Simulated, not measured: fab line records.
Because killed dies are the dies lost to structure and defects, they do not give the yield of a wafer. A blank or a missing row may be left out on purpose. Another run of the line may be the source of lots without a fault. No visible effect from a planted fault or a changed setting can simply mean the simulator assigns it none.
Which tool did it?    flow gf180mcu    Sampling: 24 lots, 72 wafers, 6 of 602 route steps

WHAT THE GAUGES SHOWED, per wafer
The record holds no reading of a measuring or inspecting step that can be judged against a usual standard deviation.

EACH LOT AND THE TOOL THAT RAN IT (in order: tool; ch and the chambers of the sampled wafers; start)
lot   GF_HV_LDD_STRIP_37                    GF_V1_ETCH_16                       GF_V1_SPUTTER_22              GF_M5_ETCH_09                       GF_V5_STRIP_18                        GF_V5_CMP_26
L074  plasma-asher-02 ch 0,1, day 11 11:18  rie-diel-03 ch 0,2,3, day 17 23:06  pvd-sputter-01, day 17 23:52  rie-diel-01 ch 2, day 26 04:38      plasma-asher-02 ch 0,1, day 27 02:21  cmp-02 ch 0,3, day 27 03:19
L075  plasma-asher-03 ch 0,1, day 11 20:32  rie-diel-01 ch 0,3, day 18 11:23    pvd-sputter-04, day 18 12:08  rie-diel-03 ch 0,2,3, day 26 15:18  plasma-asher-02 ch 0,1, day 27 13:26  cmp-02 ch 0,1,3, day 27 14:22
L076  plasma-asher-02 ch 0,1, day 12 00:51  rie-diel-03 ch 1,2,3, day 18 17:11  pvd-sputter-01, day 18 17:54  rie-diel-03 ch 0,2,3, day 26 18:52  plasma-asher-01 ch 0,1, day 27 16:48  cmp-01 ch 0,1,3, day 27 17:43
L077  plasma-asher-03 ch 0,1, day 12 13:20  rie-diel-04 ch 0,1, day 19 07:25    pvd-sputter-03, day 19 08:09  rie-diel-04 ch 0,1, day 27 07:27    plasma-asher-02 ch 0,1, day 28 05:31  cmp-01 ch 0,1,2, day 28 06:52
L078  plasma-asher-03 ch 0, day 12 21:57    rie-diel-04 ch 0,1,3, day 19 16:57  pvd-sputter-03, day 19 17:40  rie-diel-01 ch 1,3, day 27 14:02    plasma-asher-02 ch 0,1, day 28 11:57  cmp-02 ch 0,1, day 28 12:59
L079  plasma-asher-03 ch 0,1, day 13 04:07  rie-diel-01 ch 0,1,2, day 20 00:47  pvd-sputter-01, day 20 01:31  rie-diel-04 ch 1,2, day 27 21:36    plasma-asher-01 ch 1, day 28 18:05    cmp-02 ch 0,1,2, day 28 19:07
L080  plasma-asher-03 ch 0,1, day 13 08:56  rie-diel-03 ch 0,1,2, day 20 05:36  pvd-sputter-01, day 20 06:19  rie-diel-01 ch 0,1,3, day 28 02:24  plasma-asher-04 ch 0,1, day 28 23:02  cmp-02 ch 0,1,2, day 29 00:04
L081  plasma-asher-02 ch 0, day 13 16:21    rie-diel-01 ch 0,1,3, day 20 16:29  pvd-sputter-01, day 20 17:15  rie-diel-04 ch 0,1, day 28 10:51    plasma-asher-01 ch 0,1, day 29 07:26  cmp-01 ch 1,2,3, day 29 09:50
L082  plasma-asher-02 ch 1, day 13 22:05    rie-diel-03 ch 0,1, day 20 21:24    pvd-sputter-01, day 20 22:29  rie-diel-01 ch 0,1, day 28 13:48    plasma-asher-01 ch 0,1, day 29 10:30  cmp-02 ch 0,1,3, day 29 11:38
L083  plasma-asher-03 ch 0,1, day 14 13:21  rie-diel-01 ch 0,2, day 21 14:16    pvd-sputter-03, day 21 15:02  rie-diel-04 ch 1,2,3, day 29 04:58  plasma-asher-02 ch 0, day 30 01:17    cmp-02 ch 0,1,3, day 30 02:16
L084  plasma-asher-02 ch 0,1, day 14 18:08  rie-diel-01 ch 1,2,3, day 21 21:53  pvd-sputter-03, day 21 22:37  rie-diel-03 ch 0,2,3, day 29 09:29  plasma-asher-02 ch 0,1, day 30 06:08  cmp-01 ch 1,2,3, day 30 07:08
L085  plasma-asher-01 ch 0,1, day 15 02:03  rie-diel-04 ch 2,3, day 22 04:50    pvd-sputter-03, day 22 05:34  rie-diel-01 ch 2,3, day 29 15:31    plasma-asher-01 ch 0,1, day 30 11:32  cmp-01 ch 2,3, day 30 12:34
L086  plasma-asher-02 ch 1, day 15 11:50    rie-diel-04 ch 2,3, day 22 16:21    pvd-sputter-03, day 22 17:05  rie-diel-01 ch 0,1,2, day 30 01:36  plasma-asher-04 ch 0,1, day 30 21:29  cmp-02 ch 0,2,3, day 30 22:33
L087  plasma-asher-02 ch 0,1, day 16 03:36  rie-diel-04 ch 1,2, day 23 07:48    pvd-sputter-03, day 23 08:31  rie-diel-03 ch 0,1, day 30 14:14    plasma-asher-02 ch 0,1, day 31 09:44  cmp-02 ch 0,1, day 31 10:41
L088  plasma-asher-02 ch 1, day 16 05:09    rie-diel-04 ch 1,2,3, day 23 10:20  pvd-sputter-01, day 23 11:09  rie-diel-01 ch 1,2, day 30 15:11    plasma-asher-04 ch 0,1, day 31 10:44  cmp-01 ch 0,1,3, day 31 11:40
L089  plasma-asher-02 ch 0,1, day 16 09:42  rie-diel-03 ch 0,2,3, day 23 14:27  pvd-sputter-03, day 23 15:10  rie-diel-04 ch 0,1,2, day 30 20:38  plasma-asher-01 ch 0,1, day 31 15:05  cmp-01 ch 0,2,3, day 31 16:03
L090  plasma-asher-01 ch 0,1, day 17 02:00  rie-diel-01 ch 0,1,2, day 24 06:08  pvd-sputter-04, day 24 07:01  rie-diel-04 ch 0,2,3, day 31 07:30  plasma-asher-02 ch 0,1, day 32 02:12  cmp-01 ch 1,2,3, day 32 03:22
L091  plasma-asher-03 ch 0,1, day 17 08:00  rie-diel-04 ch 1,2, day 24 11:07    pvd-sputter-03, day 24 11:58  rie-diel-04 ch 0,1,2, day 31 11:28  plasma-asher-04 ch 0,1, day 32 05:47  cmp-01 ch 0,2,3, day 32 06:49
L092  plasma-asher-03 ch 0, day 17 14:33    rie-diel-04 ch 0,3, day 24 17:05    pvd-sputter-04, day 24 17:51  rie-diel-04 ch 0,1,2, day 31 17:45  plasma-asher-04 ch 0,1, day 32 11:48  cmp-01 ch 0,2, day 32 13:25
L093  plasma-asher-02 ch 0,1, day 17 21:17  rie-diel-04 ch 2,3, day 25 00:32    pvd-sputter-03, day 25 01:16  rie-diel-04 ch 0,2, day 31 22:57    plasma-asher-04 ch 0,1, day 32 17:59  cmp-02 ch 0,3, day 32 18:59
L094  plasma-asher-02 ch 0,1, day 18 03:17  rie-diel-03 ch 0,1,2, day 25 06:21  pvd-sputter-01, day 25 07:08  rie-diel-03 ch 0,2,3, day 32 03:49  plasma-asher-02 ch 0, day 32 21:50    cmp-01 ch 1,2, day 32 22:47
L095  plasma-asher-03 ch 0,1, day 18 13:39  rie-diel-01 ch 0,1,3, day 25 15:54  pvd-sputter-01, day 25 16:40  rie-diel-04 ch 0,3, day 32 09:21    plasma-asher-01 ch 1, day 33 03:29    cmp-01 ch 0,1,2, day 33 04:25
L096  plasma-asher-02 ch 0,1, day 18 18:39  rie-diel-04 ch 1,2,3, day 25 20:07  pvd-sputter-04, day 25 20:53  rie-diel-03 ch 0,1, day 32 13:47    plasma-asher-01 ch 0,1, day 33 07:20  cmp-02 ch 0,1,3, day 33 08:22
L097  plasma-asher-01 ch 0,1, day 19 02:23  rie-diel-03 ch 0,2,3, day 26 04:17  pvd-sputter-03, day 26 05:03  rie-diel-04 ch 0,1, day 32 20:24    plasma-asher-01 ch 0,1, day 33 14:04  cmp-01 ch 0,3, day 33 15:02
- GF_HV_LDD_STRIP_37: strips in O2/N2.
- GF_V1_ETCH_16: etches BARC in N2/H2.
- GF_V1_SPUTTER_22: material TiN, target thk 10 nm, time 40 s.
- GF_M5_ETCH_09: etches Si3N4 in CF4/O2, target depth 52 nm, time 11.6 s.
- GF_V5_STRIP_18: strips in O2/N2.
- GF_V5_CMP_26: polishes, stops on SiO2, t overpolish 15 s, target thk 0 nm.

WHAT THE TOOLS THEMSELVES READ (means of the sampled wafers that have a number; where no wafer has one, the mark that the record gives instead)
GF_HV_LDD_STRIP_37. Usual: drypump-motor-current-A 5.6 A, standard deviation 0.56; heater-power-w 334 W, standard deviation 27; oes-product-au 0.716 a.u., standard deviation 0.0044; strip-time-to-endpoint-s 12.65 s, standard deviation 0.033.
lot   tool             drypump-motor-current-A (A)  heater-power-w (W)  oes-product-au (a.u.)  strip-time-to-endpoint-s (s)  flag
L074  plasma-asher-02  5.4                          331                 0.711                  12.68                         
L075  plasma-asher-03  5.7                          344                 0.708                  12.65                         
L076  plasma-asher-02  5.7                          336                 0.716                  12.67                         
L077  plasma-asher-03  5.7                          349                 0.717                  12.60                         
L078  plasma-asher-03  6.1                          373                 0.715                  12.65                         
L079  plasma-asher-03  5.7                          339                 0.715                  12.68                         
L080  plasma-asher-03  5.2                          318                 0.720                  12.68                         
L081  plasma-asher-02  6.0                          342                 0.716                  12.61                         
L082  plasma-asher-02  5.2                          320                 0.713                  12.64                         
L083  plasma-asher-03  5.7                          343                 0.716                  12.65                         
L084  plasma-asher-02  5.5                          323                 0.714                  12.67                         
L085  plasma-asher-01  5.7                          342                 0.719                  12.66                         
L086  plasma-asher-02  5.2                          323                 0.717                  12.68                         
L087  plasma-asher-02  5.4                          323                 0.715                  12.67                         
L088  plasma-asher-02  5.2                          323                 0.714                  12.61                         
L089  plasma-asher-02  5.7                          332                 0.716                  12.68                         
L090  plasma-asher-01  5.7                          346                 0.718                  12.62                         
L091  plasma-asher-03  5.2                          320                 0.718                  12.64                         
L092  plasma-asher-03  6.1                          372                 0.716                  12.63                         
L093  plasma-asher-02  5.5                          329                 0.712                  12.66                         
L094  plasma-asher-02  5.7                          334                 0.716                  12.65                         
L095  plasma-asher-03  5.7                          346                 0.713                  12.63                         
L096  plasma-asher-02  5.4                          331                 0.715                  12.67                         
L097  plasma-asher-01  5.7                          341                 0.722                  12.65                         

GF_V1_ETCH_16. Usual: drypump-motor-current-A 5.9 A, standard deviation 0.45; oes-product-au 0.854 a.u., standard deviation 0.0047; throttle-valve-pct 13.224 %, standard deviation 0.0086.
lot   tool         drypump-motor-current-A (A)  oes-product-au (a.u.)  throttle-valve-pct (%)  flag
L074  rie-diel-03  6.0                          0.847                  13.221                  
L075  rie-diel-01  5.7                          0.857                  13.232                  
L076  rie-diel-03  6.0                          0.853                  13.228                  
L077  rie-diel-04  6.2                          0.858                  13.223                  
L078  rie-diel-04  6.1                          0.856                  13.225                  
L079  rie-diel-01  6.2                          0.857                  13.228                  
L080  rie-diel-03  5.8                          0.852                  13.220                  
L081  rie-diel-01  6.1                          0.853                  13.224                  
L082  rie-diel-03  5.7                          0.847                  13.230                  
L083  rie-diel-01  5.9                          0.856                  13.225                  
L084  rie-diel-01  6.2                          0.857                  13.229                  
L085  rie-diel-04  5.3                          0.853                  13.224                  
L086  rie-diel-04  5.5                          0.854                  13.220                  
L087  rie-diel-04  6.0                          0.853                  13.223                  
L088  rie-diel-04  5.8                          0.855                  13.227                  
L089  rie-diel-03  6.0                          0.848                  13.215                  
L090  rie-diel-01  6.2                          0.856                  13.219                  
L091  rie-diel-04  5.6                          0.850                  13.224                  
L092  rie-diel-04  5.9                          0.857                  13.224                  
L093  rie-diel-04  5.5                          0.853                  13.224                  
L094  rie-diel-03  5.8                          0.854                  13.221                  
L095  rie-diel-01  6.1                          0.856                  13.217                  
L096  rie-diel-04  5.8                          0.853                  13.215                  
L097  rie-diel-03  6.0                          0.853                  13.233                  

GF_V1_SPUTTER_22. Usual: throttle-valve-pct at 30.3 %, with a standard deviation of 0.92.
lot   tool            throttle-valve-pct (%)  flag
L074  pvd-sputter-01  30.2                    
L075  pvd-sputter-04  30.9                    
L076  pvd-sputter-01  30.0                    
L077  pvd-sputter-03  30.2                    
L078  pvd-sputter-03  30.0                    
L079  pvd-sputter-01  30.2                    
L080  pvd-sputter-01  30.1                    
L081  pvd-sputter-01  30.3                    
L082  pvd-sputter-01  30.5                    
L083  pvd-sputter-03  30.5                    
L084  pvd-sputter-03  30.8                    
L085  pvd-sputter-03  29.9                    
L086  pvd-sputter-03  31.2                    
L087  pvd-sputter-03  29.9                    
L088  pvd-sputter-01  30.2                    
L089  pvd-sputter-03  29.5                    
L090  pvd-sputter-04  30.3                    
L091  pvd-sputter-03  31.1                    
L092  pvd-sputter-04  30.4                    
L093  pvd-sputter-03  30.2                    
L094  pvd-sputter-01  30.2                    
L095  pvd-sputter-01  30.1                    
L096  pvd-sputter-04  30.0                    
L097  pvd-sputter-03  29.1                    

GF_M5_ETCH_09. Usual: drypump-motor-current-A 6.0 A, standard deviation 0.48; oes-product-au 0.999 a.u., standard deviation 0.011; throttle-valve-pct 5.970 %, standard deviation 0.0094.
lot   tool         drypump-motor-current-A (A)  oes-product-au (a.u.)  throttle-valve-pct (%)  flag
L074  rie-diel-01  6.2                          1.000                  5.965                   
L075  rie-diel-03  6.0                          0.986                  5.965                   
L076  rie-diel-03  6.0                          0.990                  5.974                   
L077  rie-diel-04  6.2                          1.007                  5.975                   
L078  rie-diel-01  6.4                          0.998                  5.970                   
L079  rie-diel-04  5.6                          0.993                  5.977                   
L080  rie-diel-01  6.1                          0.997                  5.963                   
L081  rie-diel-04  6.4                          1.008                  5.965                   
L082  rie-diel-01  6.4                          0.994                  5.976                   
L083  rie-diel-04  5.8                          0.999                  5.967                   
L084  rie-diel-03  6.0                          0.980                  5.971                   
L085  rie-diel-01  6.0                          1.003                  5.967                   
L086  rie-diel-01  6.2                          0.992                  5.958                   
L087  rie-diel-03  5.6                          0.994                  5.970                   
L088  rie-diel-01  6.5                          0.993                  5.976                   
L089  rie-diel-04  5.9                          1.009                  5.978                   
L090  rie-diel-04  5.6                          1.004                  5.966                   
L091  rie-diel-04  5.9                          0.997                  5.969                   
L092  rie-diel-04  5.9                          1.001                  5.965                   
L093  rie-diel-04  5.4                          0.992                  5.968                   
L094  rie-diel-03  6.0                          0.994                  5.968                   
L095  rie-diel-04  5.9                          1.013                  5.970                   
L096  rie-diel-03  5.7                          1.004                  5.970                   
L097  rie-diel-04  6.4                          1.015                  5.971                   

GF_V5_STRIP_18. Usual: drypump-motor-current-A 5.8 A, standard deviation 0.51; heater-power-w 340 W, standard deviation 21; oes-product-au 0.570 a.u., standard deviation 0.005.
lot   tool             drypump-motor-current-A (A)  heater-power-w (W)  oes-product-au (a.u.)  flag
L074  plasma-asher-02  5.5                          332                 0.568                  
L075  plasma-asher-02  5.7                          335                 0.573                  
L076  plasma-asher-01  6.2                          366                 0.572                  
L077  plasma-asher-02  5.7                          336                 0.571                  
L078  plasma-asher-02  5.4                          327                 0.571                  
L079  plasma-asher-01  6.6                          380                 0.567                  
L080  plasma-asher-04  6.1                          345                 0.573                  
L081  plasma-asher-01  6.1                          363                 0.563                  
L082  plasma-asher-01  6.2                          358                 0.570                  
L083  plasma-asher-02  5.9                          341                 0.572                  
L084  plasma-asher-02  5.5                          332                 0.572                  
L085  plasma-asher-01  5.7                          346                 0.569                  
L086  plasma-asher-04  6.0                          335                 0.569                  
L087  plasma-asher-02  5.6                          337                 0.570                  
L088  plasma-asher-04  6.0                          346                 0.568                  
L089  plasma-asher-01  6.2                          365                 0.574                  
L090  plasma-asher-02  5.5                          315                 0.574                  
L091  plasma-asher-04  6.0                          329                 0.564                  
L092  plasma-asher-04  6.0                          328                 0.571                  
L093  plasma-asher-04  6.1                          340                 0.568                  
L094  plasma-asher-02  6.0                          337                 0.570                  
L095  plasma-asher-01  6.6                          378                 0.569                  
L096  plasma-asher-01  5.7                          345                 0.563                  
L097  plasma-asher-01  5.8                          345                 0.574                  

GF_V5_CMP_26. Usual: edge-zone-pressure-frac 1.000, standard deviation 0.0053; motor-current-A 10.7 A, standard deviation 0.97; overpolish-run-s 14.999 s, standard deviation 0.0094; slurry-flow-ml-min 150.0, standard deviation 0.41; time-to-endpoint-s 85 s, standard deviation 4.2.
lot   tool    edge-zone-pressure-frac  motor-current-A (A)  overpolish-run-s (s)  slurry-flow-ml-min  time-to-endpoint-s (s)  flag
L074  cmp-02  1.007                    10.3                 14.995                150.0               81                      
L075  cmp-02  1.001                    11.0                 14.989                149.7               81                      
L076  cmp-01  1.002                    10.5                 15.005                150.2               88                      
L077  cmp-01  0.995                    10.7                 15.000                150.0               88                      
L078  cmp-02  1.004                    10.9                 15.002                149.6               87                      
L079  cmp-02  1.005                    11.1                 15.002                150.3               85                      
L080  cmp-02  1.002                    11.3                 15.001                150.5               89                      
L081  cmp-01  0.999                    10.3                 15.005                150.1               88                      
L082  cmp-02  1.000                    10.7                 14.997                150.2               85                      
L083  cmp-02  1.001                    11.0                 14.992                150.3               81                      
L084  cmp-01  1.001                    10.5                 15.003                150.1               88                      
L085  cmp-01  1.004                    10.3                 14.998                149.7               83                      
L086  cmp-02  1.002                    10.6                 14.990                150.1               82                      
L087  cmp-02  0.994                    11.8                 14.995                150.4               80                      
L088  cmp-01  1.003                    10.5                 14.998                150.0               81                      
L089  cmp-01  1.003                    10.8                 14.995                150.1               81                      
L090  cmp-01  1.002                    10.6                 15.001                150.3               82                      
L091  cmp-01  0.996                    10.7                 15.002                149.5               83                      
L092  cmp-01  0.999                    10.4                 15.000                150.1               87                      
L093  cmp-02  0.999                    10.7                 15.001                149.9               79                      
L094  cmp-01  1.001                    10.0                 15.000                149.8               88                      
L095  cmp-01  0.999                    10.4                 15.001                149.9               83                      
L096  cmp-02  1.001                    10.8                 15.011                150.2               83                      
L097  cmp-01  1.003                    11.4                 15.003                150.1               91                      

THE ANSWER, worked out from the rows above alone
Rule: take the mean of a lot's wafers that have a number; if it is more than 3 standard deviations from the usual mean, the lot is off. Also off: a lot with no number at a reading for which 4 or more lots have one. All remaining lots with rows at the step are treated as sound. After the gauges, taken in route order, come the tools' own readings; for these a lot's mean is taken, as printed above. At the first step where some lot is off, the reading lying furthest off is the one used; lots without a number count as furthest.
No lot is off on any of the readings shown, so nothing can be concluded from this.

WHAT THE SIMULATOR HAD PUT IN
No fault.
